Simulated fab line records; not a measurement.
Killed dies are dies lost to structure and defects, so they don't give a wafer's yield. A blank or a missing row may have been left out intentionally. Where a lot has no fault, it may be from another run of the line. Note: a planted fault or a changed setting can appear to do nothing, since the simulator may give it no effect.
What tool caused it?	flow sfq line	21 wafers from 7 lots sampled at 4 of the route's 325 steps

WHAT THE GAUGES READ, wafer by wafer
SFQ_M6_RS_MEAS_938: a four-point-probe measurement.
lot	measured	on	M6_NB_RS (ohm/sq)
L479	day 67 23:25	film metro-02	0.899 0.904 0.906
L481	day 70 06:25	film metro-03	0.897 0.890 0.901
L483	day 74 16:23	film metro-04	0.898 0.898 0.898
L486	day 75 09:11	film metro-02	0.890 0.887 0.887
L491	day 75 23:35	film metro-03	0.465 0.911 0.464 0.465 0.911 0.464
L494	day 76 09:49	film metro-03	0.889 0.461 0.898 0.888 0.463 0.898
L501	day 78 18:53	film metro-04	0.885 0.893 0.897

TOOL THAT RAN EACH LOT (tool first, then ch and the chambers of the sampled wafers, then the start)
lot	SFQ_TRILAYER_I2_VIA_STRIP_STRIP_071	SFQ_TRILAYER_M3_BARC_OPEN_METAL_ETCH_100	SFQ_TRILAYER_M6_DEP_SPUTTER_157
L479	rie metal-03 ch 0,1, day 29 14:13	rie metal-01 ch 0,1, day 35 10:06	pvd sputter-03, day 67 23:19
L481	rie metal-03 ch 0,1, day 35 06:46	rie metal-03 ch 0,1, day 40 23:40	pvd sputter-03, day 70 06:18
L483	rie metal-01 ch 0,1, day 36 04:03	rie metal-04 ch 0,1, day 41 20:10	pvd sputter-06, day 74 16:17
L486	rie metal-02 ch 0,1, day 43 14:48	rie metal-03 ch 0,1, day 43 18:25	pvd sputter-03, day 75 09:05
L491	rie metal-02 ch 0,1, day 44 15:49	rie metal-01 ch 0,1, day 50 00:50	pvd sputter-05, day 75 23:29
L494	rie metal-02 ch 0,1, day 45 03:53	rie metal-01 ch 0,1, day 50 10:28	pvd sputter-05, day 76 09:41
L501	rie metal-02 ch 0, day 45 20:29	rie metal-01 ch 0,1, day 50 23:14	pvd sputter-03, day 78 18:47
- SFQ_TRILAYER_I2_VIA_STRIP_STRIP_071: strips in O2.
- SFQ_TRILAYER_M3_BARC_OPEN_METAL_ETCH_100: etches BARC in O2, target depth 125 nm, time 41.7 s.
- SFQ_TRILAYER_M6_DEP_SPUTTER_157: material Nb, target thk 200 nm, time 133.3 s.

THE ANSWER, worked out from the rows above alone
Rule: usual is defined by the lots themselves. Put in order of their means at a reading, lots are off if they are a third of the lots or fewer, leave a main group of 4 or more, and stand apart from it by a gap of 3 or more times the standard deviation of the main group's means; of several such gaps the widest counts. Not used: any main group whose means are identical at the precision the tables above print for the reading. Also off: a lot with no number at a reading for which 4 or more lots have one. Where the step has rows for the other lots, those lots are counted as sound.
Off: L491, L494, at SFQ_M6_RS_MEAS_938 (M6_NB_RS). The main group: mean 0.895 ohm/sq, standard deviation 0.0052.
A tool fits if, at a process step before that reading, it ran every lot that is off, and no sound lot after the first of them. Those tools and the gauges at SFQ_M6_RS_MEAS_938 are tried in the same way. This does not decide it: 2 tools fit, namely pvd sputter-05 at SFQ_TRILAYER_M6_DEP_SPUTTER_157 and film metro-03 at SFQ_M6_RS_MEAS_938.

WHAT THE SIMULATOR HAD INSERTED
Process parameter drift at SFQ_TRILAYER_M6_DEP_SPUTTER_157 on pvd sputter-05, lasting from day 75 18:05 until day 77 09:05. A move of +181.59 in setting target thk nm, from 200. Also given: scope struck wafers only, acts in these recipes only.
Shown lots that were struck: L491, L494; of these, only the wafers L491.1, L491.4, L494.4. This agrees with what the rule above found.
